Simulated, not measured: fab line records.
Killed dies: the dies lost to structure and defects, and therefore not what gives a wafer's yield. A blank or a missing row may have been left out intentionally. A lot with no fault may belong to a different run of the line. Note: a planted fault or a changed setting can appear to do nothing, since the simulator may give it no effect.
fab line records	flow sky130
record lots=12	wafers=36	lastDay=50
route steps=708 shown LDD_HVP@286 LI_CONTACT@375 METAL2@501 VIA2@519 PAD_OPEN@708
lots with no fault: from the same line, run without faults
startH: start of the lot's first displayed wafer, in hours after the record's first day	waitH: hours since the lot's step before	" repeats the value in the row above	L1.1+2: a row that stands for several wafers	- no value present, or no start provided	* or withheld: withheld	< > ~ a bound
route shown NAME@n: NAME is a module with steps in the file, n the number in the route of the first one	usual: mean/standard deviation of fault-free wafers	same: alike in all rows	chamber/n: place in a boat	sites: each site's reading	_std_site: standard deviation of those values	_edge_site: the outer-site mean with the inner-site mean subtracted	radiusMm: how far each site lies from the wafer's centre	mask NAME#n: copy n	behind: the most recent tool/chamber to have shaped the wafer	hold: reason for holding the lot/hours on hold/outcome of the hold	device: which transistor (n, p or np) failed to switch	end of line: the tests these same wafers got at the end of their route	a step with no rows: only its recipe	killed: not the wafer's yield, but the dies lost to structure and defects at the first sort	map: dies across one wafer; x = killed, . = not, _ = none there
set.NAME: the setting as run; set.NAME@STEP: as run at that earlier step	model.NAME: the simulator's own value behind a step, which no gauge read
one table for each step of the route and one row for each wafer, over a sample of lots
services: when a tool's chamber went out of use (startH, in hours from the record's first day, below 0 if earlier), for how many hours, and the reason
## steps
# step SKY_LDD_HVP_IMPLANT_08
# recipe species=B	energyKev=20	doseCm2=1.7e+13	tiltDeg=17.9
# usual beamEnergyKeV=20.000/0.0065	beamOnS=9.99/0.21	doseIonsCm2=1.7002e+13/1.7e+10	faradayCurrentUA=96.0/2
lot.wafer	tool	chamber	startH	waitH	beamEnergyKeV	beamOnS	doseIonsCm2	faradayCurrentUA
L767.1	implanter-04	0	499.19	0.0	19.991	10.26	1.7019e+13	93.6
L767.2	"	0	"	"	19.985	10.15	1.7027e+13	94.5
L767.3	"	0	"	"	19.990	9.87	1.7032e+13	97.4
L768.1	implanter-02	0	512.19	0.0	20.005	9.99	1.7006e+13	96.1
L768.5	"	0	"	"	19.992	9.63	1.702e+13	99.0
L768.6	"	0	"	"	20.002	10.33	1.7014e+13	92.8
L770.3	implanter-02	0	531.34	0.1	19.994	9.87	1.6996e+13	97.1
L770.5	"	0	"	"	19.995	9.80	1.6988e+13	98.0
L770.6	"	0	"	"	19.992	9.65	1.7004e+13	99.3
L771.1	implanter-01	0	546.04	0.0	20.003	10.52	1.7028e+13	90.7
L771.3	"	0	"	"	20.002	10.17	1.6994e+13	94.6
L771.4	"	0	"	"	20.004	10.12	1.7e+13	94.7
L772.2	implanter-02	0	563.21	0.0	19.997	9.85	1.7002e+13	97.4
L772.3	"	0	"	"	20.003	9.95	1.7022e+13	96.7
L772.4	"	0	"	"	20.009	9.93	1.7037e+13	96.7
L774.1	implanter-04	0	566.89	0.0	19.997	10.13	1.6997e+13	94.5
L774.2	"	0	"	"	19.989	10.09	1.6986e+13	95.3
L774.4	"	0	"	"	19.988	10.28	1.7018e+13	93.2
L778.1	implanter-02	0	614.94	0.0	19.999	9.95	1.6984e+13	96.4
L778.3	"	0	"	"	20.001	9.93	1.6985e+13	96.4
L778.5	"	0	"	"	19.993	10.03	1.7018e+13	95.4
L779.1	implanter-04	0	618.80	0.1	19.994	10.20	1.495e+13	82.7
L779.2	"	0	"	"	19.992	9.78	1.4955e+13	86.1
L779.4	"	0	"	"	20.002	10.15	1.4951e+13	83.0
L780.2	implanter-04	0	618.98	0.2	20.000	10.08	1.4936e+13	83.7
L780.3	"	0	"	"	20.009	10.37	1.4929e+13	80.9
L780.5	"	0	"	"	20.007	9.60	1.49e+13	87.4
L781.1	implanter-02	0	622.54	0.0	20.001	10.01	1.6999e+13	96.3
L781.3	"	0	"	"	20.000	10.06	1.7026e+13	95.6
L781.6	"	0	"	"	20.006	10.25	1.7018e+13	93.2
L788.2	implanter-01	0	683.91	0.0	19.993	9.87	1.7022e+13	97.2
L788.3	"	0	"	"	20.004	10.14	1.701e+13	94.8
L788.4	"	0	"	"	20.006	9.81	1.701e+13	97.5
L789.2	implanter-04	0	688.86	0.0	20.000	9.68	1.7012e+13	98.8
L789.5	"	0	"	"	20.008	9.77	1.7029e+13	97.9
L789.6	"	0	"	"	20.006	9.67	1.6998e+13	99.1
# step SKY_LDD_HVP_TW_MEAS_10
# usual LDD_HVP_TW=457.1/2.3
lot.wafer	tool	chamber	startH	waitH	LDD_HVP_TW
L767.1	filmMetro-02	-	499.44	0.1	456.9
L767.2	"	-	"	"	456.9
L767.3	"	-	"	"	454.9
L768.1	filmMetro-03	-	512.44	0.1	454.8
L768.5	"	-	"	"	457.6
L768.6	"	-	"	"	456.6
L770.3	filmMetro-02	-	531.56	0.1	457.9
L770.5	"	-	"	"	460.1
L770.6	"	-	"	"	458.9
L771.1	filmMetro-03	-	546.29	0.1	453.8
L771.3	"	-	"	"	459.2
L771.4	"	-	"	"	455.9
L772.2	filmMetro-02	-	563.45	0.1	456.3
L772.3	"	-	"	"	457.1
L772.4	"	-	"	"	454.0
L774.1	filmMetro-02	-	567.14	0.1	453.1
L774.2	"	-	"	"	456.0
L774.4	"	-	"	"	453.9
L778.1	filmMetro-01	-	615.19	0.1	455.8
L778.3	"	-	"	"	457.5
L778.5	"	-	"	"	457.8
L779.1	filmMetro-03	-	619.05	0.1	434.9
L779.2	"	-	"	"	435.3
L779.4	"	-	"	"	435.1
L780.2	filmMetro-01	-	619.21	0.1	441.8
L780.3	"	-	"	"	439.3
L780.5	"	-	"	"	442.1
L781.1	filmMetro-01	-	622.79	0.1	456.3
L781.3	"	-	"	"	456.6
L781.6	"	-	"	"	458.5
L788.2	filmMetro-03	-	684.15	0.1	458.9
L788.3	"	-	"	"	454.7
L788.4	"	-	"	"	458.2
L789.2	filmMetro-01	-	689.10	0.1	455.1
L789.5	"	-	"	"	457.3
L789.6	"	-	"	"	456.0
# step SKY_LI_CONTACT_OVL_MEAS_13
# usual LI_CONTACT_OVL=1/5.1
lot.wafer	tool	chamber	startH	waitH	LI_CONTACT_OVL[nm]
L767.1	overlay-01	-	680.02	0.1	-5
L767.2	"	-	"	"	-5
L767.3	"	-	"	"	-5
L768.1	overlay-02	-	691.72	0.1	3
L768.5	"	-	"	"	4
L768.6	"	-	"	"	4
L770.3	overlay-02	-	711.10	0.1	5
L770.5	"	-	"	"	7
L770.6	"	-	"	"	0
L771.1	overlay-02	-	726.08	0.1	3
L771.3	"	-	"	"	1
L771.4	"	-	"	"	4
L772.2	overlay-01	-	738.78	0.1	-4
L772.3	"	-	"	"	0
L772.4	"	-	"	"	-5
L774.1	overlay-01	-	742.08	0.1	4
L774.2	"	-	"	"	-6
L774.4	"	-	"	"	-4
L778.1	overlay-02	-	787.52	0.1	4
L778.3	"	-	"	"	1
L778.5	"	-	"	"	3
L779.1	overlay-01	-	789.87	0.1	4
L779.2	"	-	"	"	-2
L779.4	"	-	"	"	-1
L780.2	overlay-02	-	789.88	0.1	11
L780.3	"	-	"	"	11
L780.5	"	-	"	"	12
L781.1	overlay-02	-	792.87	0.1	-4
L781.3	"	-	"	"	-3
L781.6	"	-	"	"	-6
L788.2	overlay-01	-	852.47	0.1	-1
L788.3	"	-	"	"	2
L788.4	"	-	"	"	1
L789.2	overlay-02	-	855.35	0.1	4
L789.5	"	-	"	"	3
L789.6	"	-	"	"	5
# step SKY_METAL2_ETCH_18
# recipe chemistry=N2/H2	target=BARC	ionEnergyEv=200	biasW=100	pressureMtorr=30	n2FlowSccm=100	h2FlowSccm=200	icpW=500	stopOn=SiO2	timeS=45.9	targetDepthA=600
# usual drypumpMotorCurrentA=5.73/0.28	oesProductAu=0.854/0.0048	throttleValvePct=13.225/0.0091
# same timeS=45.9
lot.wafer	tool	chamber	startH	waitH	drypumpMotorCurrentA	oesProductAu	rfHoursCounterH	throttleValvePct
L767.1	rieMetal-02	1	824.54	0.0	5.71	0.864	9	13.220
L767.2	"	0	"	"	5.36	0.851	14	13.230
L767.3	"	0	"	"	5.37	0.856	-	13.226
L768.1	rieMetal-02	0	834.04	0.0	5.38	0.852	15	13.233
L768.5	"	1	"	"	5.72	0.855	-	13.231
L768.6	"	0	"	"	5.36	0.855	-	13.222
L770.3	rieMetal-03	0	853.11	0.0	5.79	0.851	-	13.224
L770.5	"	0	"	"	5.77	0.847	-	13.224
L770.6	"	1	"	"	5.73	0.852	-	13.238
L771.1	rieMetal-03	1	867.04	0.0	5.73	0.854	10	13.219
L771.3	"	1	"	"	5.76	0.857	-	13.223
L771.4	"	0	"	"	5.83	0.854	-	13.231
L772.2	rieMetal-03	1	879.29	0.0	5.77	0.853	11	13.217
L772.3	"	1	"	"	5.73	0.853	-	13.213
L772.4	"	0	"	"	5.80	0.857	-	13.224
L774.1	rieMetal-03	0	882.14	0.0	5.81	0.865	2	13.240
L774.2	"	1	"	"	5.76	0.862	11	13.228
L774.4	"	1	"	"	5.75	0.844	-	13.220
L778.1	rieMetal-03	0	925.89	0.0	5.85	0.866	4	13.203
L778.3	"	1	"	"	5.73	0.856	-	13.222
L778.5	"	1	"	"	5.71	0.860	-	13.223
L779.1	rieMetal-04	0	926.44	0.0	6.30	0.864	7	13.227
L779.2	"	1	"	"	5.22	0.852	7	13.229
L779.4	"	1	"	"	5.21	0.853	-	13.222
L780.2	rieMetal-03	1	927.19	0.0	5.74	0.855	13	13.211
L780.3	"	0	"	"	5.78	0.853	-	13.217
L780.5	"	1	"	"	5.71	0.855	-	13.240
L781.1	rieMetal-03	0	930.54	0.0	5.80	0.860	5	13.230
L781.3	"	1	"	"	5.71	0.855	-	13.230
L781.6	"	0	"	"	5.81	0.845	-	13.218
L788.2	rieMetal-03	1	984.39	0.0	5.73	0.850	16	13.224
L788.3	"	1	"	"	5.73	0.855	-	13.213
L788.4	"	0	"	"	5.82	0.856	-	13.208
L789.2	rieMetal-04	0	986.14	0.0	6.30	0.860	10	13.209
L789.5	"	0	"	"	6.29	0.848	-	13.227
L789.6	"	1	"	"	5.22	0.855	-	13.219
# step SKY_VIA2_CD_MEAS_12
# recipe targetCdNm=200
# usual cdNm=199.9/1.5
lot.wafer	tool	chamber	startH	waitH	cdNm
L767.1	cdSem-02	-	852.75	-	197.9
L767.2	"	-	"	"	199.3
L767.3	"	-	"	"	198.9
L768.1	cdSem-02	-	860.70	-	199.8
L768.5	"	-	"	"	199.9
L768.6	"	-	"	"	200.2
L770.3	cdSem-02	-	880.39	-	197.3
L770.5	"	-	"	"	197.7
L770.6	"	-	"	"	197.2
L771.1	cdSem-02	-	894.40	-	199.7
L771.3	"	-	"	"	200.4
L771.4	"	-	"	"	200.6
L772.2	cdSem-01	-	905.63	-	200.7
L772.3	"	-	"	"	198.1
L772.4	"	-	"	"	198.4
L774.1	cdSem-02	-	908.20	-	201.1
L774.2	"	-	"	"	201.0
L774.4	"	-	"	"	200.6
L778.1	cdSem-01	-	951.50	-	196.4
L778.3	"	-	"	"	197.8
L778.5	"	-	"	"	197.6
L779.1	cdSem-01	-	952.45	-	201.7
L779.2	"	-	"	"	203.0
L779.4	"	-	"	"	201.7
L780.2	cdSem-01	-	953.28	-	201.0
L780.3	"	-	"	"	201.3
L780.5	"	-	"	"	201.3
L781.1	cdSem-02	-	956.85	-	200.9
L781.3	"	-	"	"	202.2
L781.6	"	-	"	"	200.9
L788.2	cdSem-01	-	1009.92	-	200.3
L788.3	"	-	"	"	200.0
L788.4	"	-	"	"	199.6
L789.2	cdSem-02	-	1010.28	-	197.8
L789.5	"	-	"	"	198.3
L789.6	"	-	"	"	197.9
# step SKY_PAD_OPEN_PROBE_99
# usual killed_at_M0_to_M3=43/6.7	killed_at_M4_up=3.2/1.8	killedAtContacts=25/5.2	killedAtFrontEnd=15/4.4	killedAtOther=0.2/0.4	killedDies=87/9.3	killedOnRim=17/4	killedOpen=48/7.1	killedShort=39/6
# same grossDies=492	killedAtBackSide=0
lot.wafer	tool	chamber	startH	waitH	killed_at_M0_to_M3	killed_at_M4_up	killedAtContacts	killedAtFrontEnd	killedAtOther	killedDies	killedOnRim	killedOpen	killedShort
L771.1	prober-02	-	1118.99	0.1	39	2	22	10	0	73	12	47	26
L771.3	prober-02	-	1119.09	0.2	36	0	27	12	0	75	11	48	27
L771.4	prober-02	-	1119.14	0.2	38	3	24	10	1	76	18	39	37
L778.1	prober-02	-	1155.36	0.1	31	1	20	14	0	66	14	38	28
L778.3	prober-02	-	1155.46	0.2	40	4	30	14	0	88	17	49	39
L778.5	prober-02	-	1155.56	0.2	48	3	28	11	0	90	19	50	40
# killed by level:class
L771.1 VIA1:geometricParticle:open=10 LI_CONTACT:geometricParticle:open=8 METAL2:geometricParticle:short=7 CONTACT:geometricParticle:open=7 VIA3:geometricParticle:open=6 VIA2:geometricParticle:open=5 FIELD_ISO:geometricParticle:open=3 METAL3:geometricParticle:short=3
L771.3 CONTACT:geometricParticle:open=13 LI_CONTACT:geometricParticle:open=6 POLY_GATE:geometricParticle:open=5 LOCAL_INTERCONNECT:geometricParticle:short=5 VIA3:geometricParticle:open=5 METAL1:geometricParticle:short=5 VIA1:geometricParticle:open=5 METAL2:geometricParticle:short=4
L771.4 LI_CONTACT:geometricParticle:open=8 CONTACT:geometricParticle:open=6 VIA1:geometricParticle:open=6 METAL2:geometricParticle:short=6 VIA1:geometricParticle:short=5 METAL2:geometricParticle:open=5 POLY_GATE:geometricParticle:short=4 CONTACT:geometricParticle:short=4
L778.1 CONTACT:geometricParticle:open=9 VIA1:geometricParticle:open=7 METAL2:geometricParticle:short=7 POLY_GATE:geometricParticle:open=6 LOCAL_INTERCONNECT:geometricParticle:short=5 VIA3:geometricParticle:open=5 VIA1:geometricParticle:short=4 FIELD_ISO:geometricParticle:open=3
L778.3 CONTACT:geometricParticle:open=11 VIA1:geometricParticle:open=11 LI_CONTACT:geometricParticle:open=8 VIA1:geometricParticle:short=5 METAL2:geometricParticle:short=5 FIELD_ISO:geometricParticle:open=4 METAL1:geometricParticle:short=4 LI_CONTACT:geometricParticle:short=4
L778.5 VIA1:geometricParticle:open=19 CONTACT:geometricParticle:open=10 LI_CONTACT:geometricParticle:open=7 CONTACT:geometricParticle:short=7 VIA1:geometricParticle:short=6 VIA2:geometricParticle:short=5 VIA3:geometricParticle:open=5 METAL2:geometricParticle:short=4
## services
tool	chamber	startH	hours	kind
rieMetal-04	-	523.84	14.6	pm
implanter-01	-	540.34	5.5	pm
implanter-01	-	551.15	106.0	repair
implanter-04	-	552.04	3.9	repair
implanter-04	-	603.66	3.4	pm
implanter-02	-	616.72	3.9	pm
rieMetal-02	1	627.47	28.8	repair
implanter-02	-	631.39	1.4	repair
rieMetal-03	1	633.85	34.0	repair
implanter-01	-	657.15	3.9	pm
implanter-02	-	658.15	3.5	repair
implanter-01	-	682.44	0.5	repair
rieMetal-04	-	717.66	0.4	repair
implanter-04	-	724.98	8.3	repair
implanter-04	-	726.34	3.1	repair
rieMetal-02	-	761.83	0.4	repair
implanter-02	-	781.55	18.2	repair
implanter-02	-	784.37	4.2	repair
implanter-02	-	786.06	0.7	repair
implanter-02	-	807.69	3.0	repair
rieMetal-03	-	854.15	0.3	repair
implanter-02	-	899.44	3.3	pm
implanter-02	-	936.10	3.2	repair
implanter-02	-	936.15	27.5	repair
## key
firstSign step=SKY_LDD_HVP_IMPLANT_08	reading=doseIonsCm2	direction=down	sigmas=99+	usual=*	struck=*
effect step=SKY_LDD_HVP_IMPLANT_08	reading=faradayCurrentUA	direction=down	sigmas=6	usual=96.0	struck=84.0
effect step=SKY_LDD_HVP_TW_MEAS_10	reading=LDD_HVP_TW	direction=down	sigmas=8.3	usual=457.1	struck=438.1
metAt SKY_LDD_HVP_IMPLANT_08
struckLots L779,L780
testerLeftOut L779,L780
notActingAt SKY_LI_CONTACT_OVL_MEAS_13,SKY_METAL2_ETCH_18,SKY_VIA2_CD_MEAS_12
fault kind=processParameterDrift	tool=implanter-04	chamber=-	onsetH=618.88	steps=SKY_LDD_HVP_IMPLANT_08	channel=doseCm2	offset=*	shape=step	endH=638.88	actsIn=*	stated=*
# testerLeftOut: of these lots the tester's yield and bins aren't shown, on N5 and GAA mostly nor the transistor test; their killed dies are dies lost to structure and defects alone, not to doping, threshold or leakage, so they don't give the yield
